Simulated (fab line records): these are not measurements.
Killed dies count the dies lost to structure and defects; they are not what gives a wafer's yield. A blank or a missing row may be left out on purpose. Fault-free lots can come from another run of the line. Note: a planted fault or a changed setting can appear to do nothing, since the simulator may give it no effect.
Lot-split experiment	flow sfq-line	23 wafers read across 5 lots, on a route 325 steps long

== THE SPLIT ==
At SFQ_TRILAYER_I6_VIA_LITHO_COAT_174 (resist thk 62 nm), the setting spin-rpm was moved away from the recipe's 3000 rpm on 8 of the 23 wafers read, by -4.8% to +3.3%. For the rest of the wafers, this setting stayed at what the recipe calls for.

The reading is taken at the split's own step.

== THE READING ==
BARC_of_TRILAYER_I6_VIA_LITHO_COAT_174.thk-nm (the simulator's own value, which no gauge read), in nm, at SFQ_TRILAYER_I6_VIA_LITHO_COAT_174 (resist thk 62 nm). No usual value for it is given in the file. Across the 15 wafers here that went through the recipe, the average is 61.95 nm and the standard deviation 0.12 nm.

wafer	tool, chamber at the split	spin-rpm as run, rpm	against the recipe	BARC_of_TRILAYER_I6_VIA_LITHO_COAT_174.thk-nm, nm	against lot-mates on the recipe
L074.2	litho-track-01, 0	2888	-3.7%	63.21	+1.11
L074.3	litho-track-01, 0	3000	recipe	62.05	-
L074.4	litho-track-01, 0	2888	-3.7%	63.17	+1.07
L074.5	litho-track-01, 0	3000	recipe	62.06	-
L074.6	litho-track-01, 0	3000	recipe	62.2	-
L076.1	litho-track-01, 0	3000	recipe	61.92	-
L076.2	litho-track-01, 0	3000	recipe	62.1	-
L076.3	litho-track-01, 0	2879	-4.0%	63.38	+1.41
L076.5	litho-track-01, 0	3000	recipe	61.9	-
L076.6	litho-track-01, 0	2879	-4.0%	63.43	+1.46
L077.4	litho-track-01, 0	3000	recipe	62.03	-
L077.5	litho-track-01, 0	3000	recipe	61.91	-
L077.6	litho-track-01, 0	3000	recipe	61.9	-
L078.1	litho-track-04, 0	3098	+3.3%	60.96	-0.83
L078.2	litho-track-04, 0	3000	recipe	61.83	-
L078.3	litho-track-04, 0	3000	recipe	61.84	-
L078.5	litho-track-04, 0	3000	recipe	61.71	-
L078.6	litho-track-04, 0	3098	+3.3%	60.92	-0.87
L079.1	litho-track-04, 0	3000	recipe	61.97	-
L079.2	litho-track-04, 0	2856	-4.8%	63.41	+1.48
L079.3	litho-track-04, 0	3000	recipe	61.92	-
L079.4	litho-track-04, 0	3000	recipe	61.89	-
L079.5	litho-track-04, 0	2856	-4.8%	63.29	+1.36

THE FIT
A straight line over all 23 wafers: BARC_of_TRILAYER_I6_VIA_LITHO_COAT_174.thk-nm changes by -0.32 nm for each +1% of spin-rpm; r = -0.99; the points scatter about the line by 0.12 nm.
The same after taking each lot's own level away (the mean of its wafers on the recipe; 23 wafers): -0.301 nm for each +1%; r = -0.99; scatter 0.095 nm.
That fit puts the effect of the largest move of spin-rpm on the reading at 1.4 nm.
Measured against the standard deviation above, the lots' own levels, which go from 61.793 to 62.103 nm, span 2.6 times it.
The two slopes agree, so the slope changes little with the lot-to-lot level.
Check: +1.47 nm against its lot-mates is what the line predicts for one of the wafers moved furthest among these (-4.8%) when that wafer is left out of the fit. It came out at +1.48 nm against them.

== OTHER SPLITS APPLIED TO THESE WAFERS ==
Note: prior to the reading, these wafers also went through further splits. Each is held against what the fit with the lots' levels taken away leaves over:
other split on the same wafers	wafers away from the commonest value	r with BARC_of_TRILAYER_I6_VIA_LITHO_COAT_174.thk-nm (lot level and that fit taken away)
SFQ_TRILAYER_M6_BARC_OPEN_METAL_ETCH_206 time-s	6	+0.24

== FILE'S OWN FIT ==
BARC_of_TRILAYER_I6_VIA_LITHO_COAT_174.thk-nm changes by -0.305 nm for each +1% of spin-rpm, r = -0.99.
